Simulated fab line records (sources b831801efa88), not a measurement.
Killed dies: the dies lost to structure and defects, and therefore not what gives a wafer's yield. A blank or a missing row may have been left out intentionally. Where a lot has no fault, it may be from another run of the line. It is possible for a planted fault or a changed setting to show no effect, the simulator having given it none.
fab line records    flow gf180mcu    part 1 of 2: steps 1 to 27 of 37
record: lots: 5  wafers: 15  lastDay: 33
route steps=602 shown MIM@525 M5@526 V5@540
lots with no fault: from the same line, run without faults
startH: the number of hours between the record's first day and the start of the first shown wafer of the lot    waitH: how many hours have passed since the lot's step before this one    " same as the row above    L1.1+2: a single row standing in for several wafers    - no value, or no start given    * or withheld: withheld    < > ~ a bound
route shown NAME@n: a module of which the file shows steps, and the number in the route of the first    usual: the fault-free wafers' mean and standard deviation    same: alike in all rows    chamber/n: place in a boat    sites: each site's reading    _std_site: the standard deviation of these    _edge_site: inner sites' mean taken away from outer sites' mean    radiusMm: how far each site lies from the wafer's centre    mask NAME#n: copy n    behind: the last tool/chamber to shape the wafer    hold: why the lot was held/for how many hours/how that ended    device: the n, p or np transistor that did not switch    end of line: the route-end tests of the same wafers    a step given without rows: its recipe and nothing more    killed: at the first sort, the dies lost to defects and structure; wafer yield is something else    map: per-die view of a wafer (x killed, . not killed, _ where there is no die)
set.NAME: the run value of the setting; set.NAME@STEP: its run value at that earlier step    model.NAME: the simulator's own value behind a step, which no gauge read
a table for each step, a row for each wafer; lots at some steps of the route
services: a tool's chamber out of use, with start hour (startH, from the record's first day; less than 0 if before it), hours out, and reason
== steps ==
step: GF_MIM_CLEAN_22
recipe: chemistry: DIW  dry: n2Spin
lot.wafer   tool         chamber  startH  waitH
L074.1+3+5  wetBench-03  0        581.61  0.0
L082.1+2+6  wetBench-03  0        651.78  0.0
L085.1+2+4  wetBench-04  3        667.21  0.0
L090.1+3+6  wetBench-04  3        705.52  0.0
L094.4+5+6  wetBench-03  0        728.11  0.0
step: GF_M5_DEHYDRATE_00
recipe: tempC: 200  timeS: 60
usual: chillPlateTempC: 23.01/0.11
lot.wafer  tool           chamber  startH  waitH  chillPlateTempC
L074.1     lithoTrack-01  0        591.65  10.0   23.03
L074.3     "              0        "       "      23.16
L074.5     "              0        "       "      23.02
L082.1     lithoTrack-01  0        660.90  9.0    22.99
L082.2     "              0        "       "      23.11
L082.6     "              0        "       "      22.99
L085.1     lithoTrack-01  0        676.20  8.9    23.05
L085.2     "              0        "       "      23.01
L085.4     "              0        "       "      23.01
L090.1     lithoTrack-02  0        713.60  8.0    23.07
L090.3     "              0        "       "      22.88
L090.6     "              0        "       "      23.08
L094.4     lithoTrack-01  0        736.12  7.9    23.10
L094.5     "              0        "       "      23.05
L094.6     "              0        "       "      22.95
step: GF_M5_HMDS_01
recipe: primeTimeS: 60  primeTempC: 120
usual: chillPlateTempC: 22.99/0.11  primeTempC: 120.01/0.13
lot.wafer  tool           chamber  startH  waitH  chillPlateTempC  primeTempC
L074.1     lithoTrack-01  0        591.80  0.1    22.99            120.10
L074.3     "              0        "       "      23.02            120.03
L074.5     "              0        "       "      22.87            120.01
L082.1     lithoTrack-01  0        661.05  0.1    22.94            120.02
L082.2     "              0        "       "      23.10            120.19
L082.6     "              0        "       "      23.10            120.26
L085.1     lithoTrack-01  0        676.35  0.1    23.03            119.82
L085.2     "              0        "       "      22.98            119.73
L085.4     "              0        "       "      22.99            119.72
L090.1     lithoTrack-02  0        713.75  0.1    22.90            119.97
L090.3     "              0        "       "      22.75            119.96
L090.6     "              0        "       "      22.97            119.90
L094.4     lithoTrack-01  0        736.27  0.1    22.94            120.05
L094.5     "              0        "       "      22.90            119.96
L094.6     "              0        "       "      22.89            120.06
step: GF_M5_COAT_02
recipe: resist: KrF  spinRpm: withheld  resistThkNm: 1000
usual: chillPlateTempC: 23.02/0.098
lot.wafer  tool           chamber  startH  waitH  chillPlateTempC
L074.1     lithoTrack-01  0        591.95  0.1    22.99
L074.3     "              0        "       "      22.88
L074.5     "              0        "       "      22.95
L082.1     lithoTrack-01  0        661.20  0.1    23.06
L082.2     "              0        "       "      23.06
L082.6     "              0        "       "      23.05
L085.1     lithoTrack-01  0        676.50  0.1    23.09
L085.2     "              0        "       "      23.16
L085.4     "              0        "       "      23.20
L090.1     lithoTrack-02  0        713.90  0.1    22.94
L090.3     "              0        "       "      22.86
L090.6     "              0        "       "      22.91
L094.4     lithoTrack-01  0        736.42  0.1    23.02
L094.5     "              0        "       "      22.99
L094.6     "              0        "       "      22.93
step: GF_M5_SOFTBAKE_03
recipe: tempC: 130  timeS: 60  resist: KrF
usual: chillPlateTempC: 23.01/0.11
lot.wafer  tool           chamber  startH  waitH  chillPlateTempC
L074.1     lithoTrack-01  0        592.10  0.1    23.19
L074.3     "              0        "       "      23.12
L074.5     "              0        "       "      22.92
L082.1     lithoTrack-01  0        661.35  0.1    22.89
L082.2     "              0        "       "      23.07
L082.6     "              0        "       "      22.99
L085.1     lithoTrack-01  0        676.65  0.1    23.04
L085.2     "              0        "       "      22.77
L085.4     "              0        "       "      23.04
L090.1     lithoTrack-02  0        714.05  0.1    23.05
L090.3     "              0        "       "      23.10
L090.6     "              0        "       "      23.02
L094.4     lithoTrack-01  0        736.57  0.1    23.00
L094.5     "              0        "       "      23.05
L094.6     "              0        "       "      22.89
step: GF_M5_EXPOSE_04
recipe: maskId: Metal5  targetCdNm: 280  na: 0.68  sourceShape: conventional  sigmaOuter: 0.6  doseMj: 28
same: sigmaOuter: 0.6
lot.wafer   tool           chamber  startH  waitH  mask
L074.1+3+5  krfScanner-01  0        -       -      Metal5#0
L082.1+2+6  krfScanner-01  0        -       -      Metal5#0
L085.1+2+4  krfScanner-01  0        -       -      Metal5#0
L090.1+3+6  krfScanner-01  0        -       -      Metal5#0
L094.4+5+6  krfScanner-01  0        -       -      Metal5#0
step: GF_M5_PEB_05
recipe: pebTempC: 135  pebTimeS: 90  resist: KrF
usual: chillPlateTempC: 23.01/0.098
lot.wafer  tool           chamber  startH  waitH  chillPlateTempC
L074.1     lithoTrack-02  0        -       -      22.98
L074.3     "              0        "       "      22.77
L074.5     "              0        "       "      22.96
L082.1     lithoTrack-01  0        -       -      22.97
L082.2     "              0        "       "      22.83
L082.6     "              0        "       "      22.81
L085.1     lithoTrack-01  0        -       -      23.15
L085.2     "              0        "       "      22.97
L085.4     "              0        "       "      23.14
L090.1     lithoTrack-03  0        -       -      22.93
L090.3     "              0        "       "      22.85
L090.6     "              0        "       "      23.06
L094.4     lithoTrack-01  0        -       -      23.10
L094.5     "              0        "       "      23.06
L094.6     "              0        "       "      23.16
step: GF_M5_DEVELOP_06
recipe: developTimeS: 60  devTempC: 21
usual: chillPlateTempC: 22.98/0.12
lot.wafer  tool           chamber  startH  waitH  chillPlateTempC
L074.1     lithoTrack-02  0        602.61  0.2    23.03
L074.3     "              0        "       "      23.00
L074.5     "              0        "       "      23.00
L082.1     lithoTrack-01  0        670.25  0.2    23.07
L082.2     "              0        "       "      23.12
L082.6     "              0        "       "      23.24
L085.1     lithoTrack-01  0        686.10  0.2    22.88
L085.2     "              0        "       "      22.99
L085.4     "              0        "       "      23.06
L090.1     lithoTrack-03  0        722.65  0.2    23.10
L090.3     "              0        "       "      23.15
L090.6     "              0        "       "      22.73
L094.4     lithoTrack-01  0        745.42  0.1    23.01
L094.5     "              0        "       "      23.14
L094.6     "              0        "       "      22.88
step: GF_M5_CD_MEAS_07
recipe: targetCdNm: 280
usual: cdNm: 279.8/1.1
lot.wafer  tool      chamber  startH  waitH  cdNm
L074.1     cdSem-01  -        602.76  0.1    278.2
L074.3     "         -        "       "      278.4
L074.5     "         -        "       "      277.7
L082.1     cdSem-02  -        670.40  0.1    280.8
L082.2     "         -        "       "      280.0
L082.6     "         -        "       "      280.4
L085.1     cdSem-01  -        686.25  0.1    278.4
L085.2     "         -        "       "      278.8
L085.4     "         -        "       "      278.9
L090.1     cdSem-01  -        722.80  0.1    279.0
L090.3     "         -        "       "      279.9
L090.6     "         -        "       "      280.3
L094.4     cdSem-02  -        745.56  0.1    280.6
L094.5     "         -        "       "      281.1
L094.6     "         -        "       "      281.2
step: GF_M5_OVL_MEAS_08
usual: M5_OVL: -1/6.9
lot.wafer  tool        chamber  startH  waitH  M5_OVL[nm]
L074.1     overlay-01  -        602.89  0.1    2
L074.3     "           -        "       "      -1
L074.5     "           -        "       "      2
L082.1     overlay-02  -        670.52  0.1    -17
L082.2     "           -        "       "      -3
L082.6     "           -        "       "      -6
L085.1     overlay-02  -        686.37  0.1    1
L085.2     "           -        "       "      -9
L085.4     "           -        "       "      -6
L090.1     overlay-01  -        722.92  0.1    8
L090.3     "           -        "       "      -5
L090.6     "           -        "       "      -2
L094.4     overlay-01  -        745.64  0.1    -20
L094.5     "           -        "       "      -3
L094.6     "           -        "       "      -12
step: GF_M5_ETCH_09
recipe: chemistry: CF4/O2  target: Si3N4  targetDepthNm: 52  sourceW: 800  biasW: 150  pressureMtorr: 150  cf4FlowSccm: 80  O2_flow_sccm: 10  timeS: 11.6
usual: drypumpMotorCurrentA: 5.4/0.31  oesProductAu: 0.997/0.0087  throttleValvePct: 5.969/0.009
lot.wafer  tool        chamber  startH  waitH  drypumpMotorCurrentA  oesProductAu  rfHoursCounterH  throttleValvePct
L074.1     rieDiel-04  3        602.92  0.0    5.4                   0.993         0                5.981
L074.3     "           1        "       "      5.5                   0.984         12               5.956
L074.5     "           0        "       "      4.9                   1.011         -                5.982
L082.1     rieDiel-04  0        670.56  0.0    4.9                   1.005         31               5.966
L082.2     "           2        "       "      5.4                   0.990         19               5.983
L082.6     "           3        "       "      5.4                   0.987         -                5.974
L085.1     rieDiel-01  3        686.41  0.0    5.2                   0.998         9                5.988
L085.2     "           0        "       "      5.3                   0.999         1                5.965
L085.4     "           1        "       "      5.5                   0.985         13               5.959
L090.1     rieDiel-04  3        722.95  0.0    5.4                   0.989         5                5.967
L090.3     "           0        "       "      4.9                   1.006         33               5.973
L090.6     "           1        "       "      5.5                   0.998         -                5.972
L094.4     rieDiel-03  1        745.66  0.0    5.1                   1.016         3                5.956
L094.5     "           1        "       "      5.1                   1.012         -                5.967
L094.6     "           2        "       "      5.9                   1.004         -                5.967
step: GF_M5_METAL_ETCH_10
recipe: chemistry: Cl2/BCl3  maskMaterial: KrF  targetDepthNm: 627.5  stopOn: SiO2  pressureMtorr: 8  icpW: 800  biasW: 140  Cl2_flow_sccm: 80  bcl3FlowSccm: 40  timeS: 104.6
usual: bcl3FlowSccm: 40.01/0.12  drypumpMotorCurrentA: 5.5/0.42  oesProductAu: 0.971/0.0064  throttleValvePct: 28.251/0.01
lot.wafer  tool         chamber  startH  waitH  bcl3FlowSccm  drypumpMotorCurrentA  oesProductAu  rfHoursCounterH  throttleValvePct
L074.1     rieMetal-02  1        602.95  0.0    40.01         5.1                   0.970         13.4             28.256
L074.3     "            1        "       "      39.89         5.1                   0.963         -                28.267
L074.5     "            1        "       "      40.06         5.1                   0.973         -                28.242
L082.1     rieMetal-04  1        670.58  0.0    40.23         6.2                   0.966         4.9              28.240
L082.2     "            0        "       "      39.91         5.5                   0.975         4.6              28.245
L082.6     "            1        "       "      40.12         6.2                   0.971         -                28.253
L085.1     rieMetal-04  1        686.43  0.0    40.06         6.2                   0.974         5.5              28.259
L085.2     "            0        "       "      39.97         5.5                   0.978         5.2              28.247
L085.4     "            0        "       "      40.08         5.5                   0.957         -                28.250
L090.1     rieMetal-03  0        722.97  0.0    39.82         5.7                   0.979         4.5              28.250
L090.3     "            1        "       "      40.16         4.9                   0.962         -                28.241
L090.6     "            1        "       "      40.06         4.9                   0.967         -                28.258
L094.4     rieMetal-03  1        745.72  0.0    39.96         4.9                   0.972         -                28.246
L094.5     "            0        "       "      39.98         5.6                   0.966         -                28.240
L094.6     "            1        "       "      40.06         4.9                   0.975         -                28.252
step: GF_M5_STRIP_11
recipe: chemistry: O2/N2  powerW: 1400  pressureMtorr: 1500  platenTempC: 250  o2FlowSccm: 3000  n2FlowSccm: 300  overashFraction: 0.5
usual: drypumpMotorCurrentA: 5.8/0.52  heaterPowerW: 339/43  oesProductAu: 0.545/0.0048  stripTimeToEndpointS: 7.57/0.054
lot.wafer  tool            chamber  startH  waitH  drypumpMotorCurrentA  heaterPowerW  oesProductAu  rfHoursCounterH  stripTimeToEndpointS
L074.1     plasmaAsher-03  1        603.17  0.2    5.2                   279           0.551         83               7.61
L074.3     "               0        "       "      6.4                   325           0.547         -                7.67
L074.5     "               1        "       "      5.2                   289           0.551         -                7.64
L082.1     plasmaAsher-03  0        670.69  0.1    6.4                   337           0.548         92               7.55
L082.2     "               1        "       "      5.2                   287           0.540         92               7.48
L082.6     "               0        "       "      6.4                   328           0.532         -                7.62
L085.1     plasmaAsher-04  0        686.54  0.1    5.2                   316           0.544         108              7.64
L085.2     "               1        "       "      5.4                   376           0.546         108              7.58
L085.4     "               0        "       "      5.1                   319           0.537         -                7.60
L090.1     plasmaAsher-04  0        723.09  0.1    5.2                   322           0.547         112              7.58
L090.3     "               1        "       "      5.4                   366           0.541         -                7.64
L090.6     "               1        "       "      5.4                   374           0.545         -                7.65
L094.4     plasmaAsher-02  0        745.82  0.1    5.8                   353           0.544         -                7.61
L094.5     "               0        "       "      5.8                   349           0.539         -                7.55
L094.6     "               1        "       "      6.3                   417           0.543         -                7.62
step: GF_M5_STRIP_12
recipe: chemistry: postEtchResidueRemover  timeS: 1200  tempC: 72.5
lot.wafer   tool         chamber  startH  waitH
L074.1+3+5  wetBench-03  0        603.27  0.1
L082.1+2+6  wetBench-01  0        670.79  0.1
L085.1+2+4  wetBench-03  2        686.64  0.1
L090.1+3+6  wetBench-03  2        723.19  0.1
L094.4+5+6  wetBench-03  2        745.89  0.0
step: GF_M5_CLEAN_13
recipe: chemistry: DIW  dry: n2Spin
lot.wafer   tool         chamber  startH  waitH
L074.1+3+5  wetBench-01  0        603.61  0.0
L082.1+2+6  wetBench-02  3        671.13  0.0
L085.1+2+4  wetBench-01  3        686.98  0.0
L090.1+3+6  wetBench-01  0        723.53  0.0
L094.4+5+6  wetBench-02  1        746.23  0.0
step: GF_V5_CVD_00
recipe: material: SiO2  targetThkNm: 300  sigmaOpenFrac: 0.3  tempC: 400  timeS: 50  sih4FlowSccm: 60  pressureMtorr: 6
lot.wafer   tool       chamber  startH  waitH
L074.1+3+5  hdpcvd-01  1,0,1    603.70  0.0
L082.1+2+6  hdpcvd-01  2,1,0    671.23  0.0
L085.1+2+4  hdpcvd-01  0,2,2    687.08  0.0
L090.1+3+6  hdpcvd-02  0,2,2    723.62  0.0
L094.4+5+6  hdpcvd-02  0,1,2    746.35  0.0
step: GF_V5_THK_MEAS_01
recipe: reads: SiO2_of_V5_CVD_00
usual: V5_CVD_00_THK: 301/3.5
lot.wafer  tool          chamber  startH  waitH  V5_CVD_00_THK[nm]
L074.1     filmMetro-01  -        603.75  0.0    306
L074.3     "             -        "       "      302
L074.5     "             -        "       "      305
L082.1     filmMetro-03  -        671.27  0.0    302
L082.2     "             -        "       "      301
L082.6     "             -        "       "      304
L085.1     filmMetro-01  -        687.12  0.0    299
L085.2     "             -        "       "      300
L085.4     "             -        "       "      301
L090.1     filmMetro-01  -        723.66  0.0    300
L090.3     "             -        "       "      302
L090.6     "             -        "       "      304
L094.4     filmMetro-03  -        746.40  0.0    301
L094.5     "             -        "       "      291
L094.6     "             -        "       "      302
step: GF_V5_CVD_02
recipe: material: SiO2  targetThkNm: 1450  precursor: TEOS  tempC: 400  timeS: 163.28  rfW: 600
usual: heaterPowerW: 664/93
lot.wafer  tool      chamber  startH  waitH  heaterPowerW
L074.1     pecvd-04  2        603.81  0.1    835
L074.3     "         1        "       "      654
L074.5     "         1        "       "      696
L082.1     pecvd-04  2        671.33  0.1    763
L082.2     "         1        "       "      680
L082.6     "         0        "       "      622
L085.1     pecvd-03  0        687.18  0.1    675
L085.2     "         1        "       "      713
L085.4     "         1        "       "      753
L090.1     pecvd-02  2        723.72  0.1    523
L090.3     "         1        "       "      672
L090.6     "         2        "       "      596
L094.4     pecvd-02  0        746.48  0.1    533
L094.5     "         1        "       "      537
L094.6     "         2        "       "      604
step: GF_V5_THK_MEAS_03
recipe: reads: SiO2_of_V5_CVD_02
usual: V5_CVD_02_THK: 1448/22
lot.wafer  tool          chamber  startH  waitH  V5_CVD_02_THK[nm]
L074.1     filmMetro-02  -        603.92  0.1    1434
L074.3     "             -        "       "      1442
L074.5     "             -        "       "      1467
L082.1     filmMetro-02  -        671.44  0.1    1408
L082.2     "             -        "       "      1419
L082.6     "             -        "       "      1468
L085.1     filmMetro-02  -        687.29  0.1    1399
L085.2     "             -        "       "      1435
L085.4     "             -        "       "      1452
L090.1     filmMetro-02  -        723.83  0.1    1426
L090.3     "             -        "       "      1444
L090.6     "             -        "       "      1439
L094.4     filmMetro-03  -        746.57  0.0    1452
L094.5     "             -        "       "      1426
L094.6     "             -        "       "      1423
step: GF_V5_CMP_04
recipe: material: SiO2  downForcePsi: 4  platenRpm: 60  padVelocityMS: 0.94248
usual: motorCurrentA: 12.1/0.94
lot.wafer  tool    chamber  startH  waitH  motorCurrentA
L074.3     cmp-02  0        603.98  0.0    11.8
L074.1     "       1        "       "      12.7
L074.5     "       1        "       "      12.5
L082.1     cmp-01  2        671.65  0.2    11.3
L082.2     "       1        "       "      12.1
L082.6     "       3        "       "      11.4
L085.4     cmp-01  0        687.35  0.0    12.3
L085.2     "       1        "       "      11.8
L085.1     "       3        "       "      11.4
L090.3     cmp-01  3        724.07  0.2    11.2
L090.1     "       2        "       "      11.2
L090.6     "       0        "       "      12.0
L094.4     cmp-01  1        746.75  0.2    12.0
L094.5     "       2        "       "      11.0
L094.6     "       3        "       "      11.2
step: GF_V5_BOW_MEAS_05
recipe: mode: bow
usual: V5_BOW: 136/9.9
lot.wafer  tool          chamber  startH  waitH  V5_BOW[um]
L074.1     filmMetro-01  -        604.28  0.2    149
L074.3     "             -        "       "      157
L074.5     "             -        "       "      152
L082.1     filmMetro-02  -        671.95  0.2    122
L082.2     "             -        "       "      125
L082.6     "             -        "       "      135
L085.1     filmMetro-02  -        687.65  0.1    139
L085.2     "             -        "       "      130
L085.4     "             -        "       "      140
L090.1     filmMetro-02  -        724.37  0.1    138
L090.3     "             -        "       "      150
L090.6     "             -        "       "      140
L094.4     filmMetro-02  -        746.96  0.2    132
L094.5     "             -        "       "      129
L094.6     "             -        "       "      131
step: GF_V5_DEHYDRATE_06
recipe: tempC: 200  timeS: 60
usual: chillPlateTempC: 23.01/0.12
lot.wafer  tool           chamber  startH  waitH  chillPlateTempC
L074.1     lithoTrack-04  0        614.09  9.8    23.00
L074.3     "              0        "       "      23.14
L074.5     "              0        "       "      23.00
L082.1     lithoTrack-01  0        681.10  9.1    23.09
L082.2     "              0        "       "      23.02
L082.6     "              0        "       "      23.05
L085.1     lithoTrack-04  0        696.53  8.9    23.13
L085.2     "              0        "       "      23.06
L085.4     "              0        "       "      23.07
L090.1     lithoTrack-01  0        733.30  8.9    23.20
L090.3     "              0        "       "      23.19
L090.6     "              0        "       "      23.22
L094.4     lithoTrack-04  0        754.71  7.7    22.93
L094.5     "              0        "       "      22.95
L094.6     "              0        "       "      23.00
step: GF_V5_HMDS_07
recipe: primeTimeS: 60  primeTempC: 120
usual: chillPlateTempC: 22.99/0.1  primeTempC: 120.01/0.13
lot.wafer  tool           chamber  startH  waitH  chillPlateTempC  primeTempC
L074.1     lithoTrack-04  0        614.24  0.1    22.83            120.31
L074.3     "              0        "       "      22.73            119.95
L074.5     "              0        "       "      22.98            119.97
L082.1     lithoTrack-01  0        681.25  0.1    22.83            120.07
L082.2     "              0        "       "      22.95            120.34
L082.6     "              0        "       "      22.91            119.89
L085.1     lithoTrack-04  0        696.68  0.1    23.27            119.99
L085.2     "              0        "       "      22.92            120.11
L085.4     "              0        "       "      22.99            119.82
L090.1     lithoTrack-01  0        733.45  0.1    23.07            120.09
L090.3     "              0        "       "      23.02            119.99
L090.6     "              0        "       "      23.00            119.86
L094.4     lithoTrack-04  0        754.86  0.1    23.08            120.08
L094.5     "              0        "       "      22.91            119.93
L094.6     "              0        "       "      23.04            120.08
step: GF_V5_COAT_08
recipe: resist: BARC  tempC: withheld  timeS: withheld  spinRpm: withheld  resistThkNm: withheld
usual: chillPlateTempC: *
lot.wafer  tool           chamber  startH  waitH  chillPlateTempC
L074.1     lithoTrack-04  0        614.39  0.1    *
L074.3     "              0        "       "      *
L074.5     "              0        "       "      *
L082.1     lithoTrack-01  0        681.40  0.1    *
L082.2     "              0        "       "      *
L082.6     "              0        "       "      *
L085.1     lithoTrack-04  0        696.83  0.1    *
L085.2     "              0        "       "      *
L085.4     "              0        "       "      *
L090.1     lithoTrack-01  0        733.60  0.1    *
L090.3     "              0        "       "      *
L090.6     "              0        "       "      *
L094.4     lithoTrack-04  0        755.01  0.1    *
L094.5     "              0        "       "      *
L094.6     "              0        "       "      *
step: GF_V5_COAT_09
recipe: resist: KrF  spinRpm: withheld  resistThkNm: 1000
usual: chillPlateTempC: 23.02/0.11
lot.wafer  tool           chamber  startH  waitH  chillPlateTempC
L074.1     lithoTrack-04  0        -       -      22.89
L074.3     "              0        "       "      22.75
L074.5     "              0        "       "      22.92
L082.1     lithoTrack-01  0        -       -      22.90
L082.2     "              0        "       "      23.12
L082.6     "              0        "       "      23.00
L085.1     lithoTrack-04  0        -       -      22.97
L085.2     "              0        "       "      23.07
L085.4     "              0        "       "      23.06
L090.1     lithoTrack-01  0        -       -      22.89
L090.3     "              0        "       "      22.98
L090.6     "              0        "       "      22.97
L094.4     lithoTrack-04  0        -       -      22.89
L094.5     "              0        "       "      23.00
L094.6     "              0        "       "      22.91
step: GF_V5_SOFTBAKE_10
recipe: tempC: 130  timeS: 60  resist: KrF
usual: chillPlateTempC: 22.99/0.11
lot.wafer  tool           chamber  startH  waitH  chillPlateTempC
L074.1     lithoTrack-04  0        -       -      22.87
L074.3     "              0        "       "      22.95
L074.5     "              0        "       "      22.99
L082.1     lithoTrack-01  0        -       -      23.13
L082.2     "              0        "       "      22.92
L082.6     "              0        "       "      23.13
L085.1     lithoTrack-04  0        -       -      23.09
L085.2     "              0        "       "      23.06
L085.4     "              0        "       "      22.93
L090.1     lithoTrack-01  0        -       -      23.10
L090.3     "              0        "       "      22.88
L090.6     "              0        "       "      22.96
L094.4     lithoTrack-04  0        -       -      23.10
L094.5     "              0        "       "      23.04
L094.6     "              0        "       "      23.06
step: GF_V5_EXPOSE_11
recipe: maskId: Via5  targetCdNm: 260  na: 0.68  sourceShape: conventional  sigmaOuter: 0.6  doseMj: 38
same: sigmaOuter: 0.6
lot.wafer   tool           chamber  startH  waitH  mask
L074.1+3+5  krfScanner-02  0        -       -      Via5#0
L082.1+2+6  krfScanner-02  0        -       -      Via5#0
L085.1+2+4  krfScanner-01  0        -       -      Via5#0
L090.1+3+6  krfScanner-01  0        -       -      Via5#0
L094.4+5+6  krfScanner-02  0        -       -      Via5#0
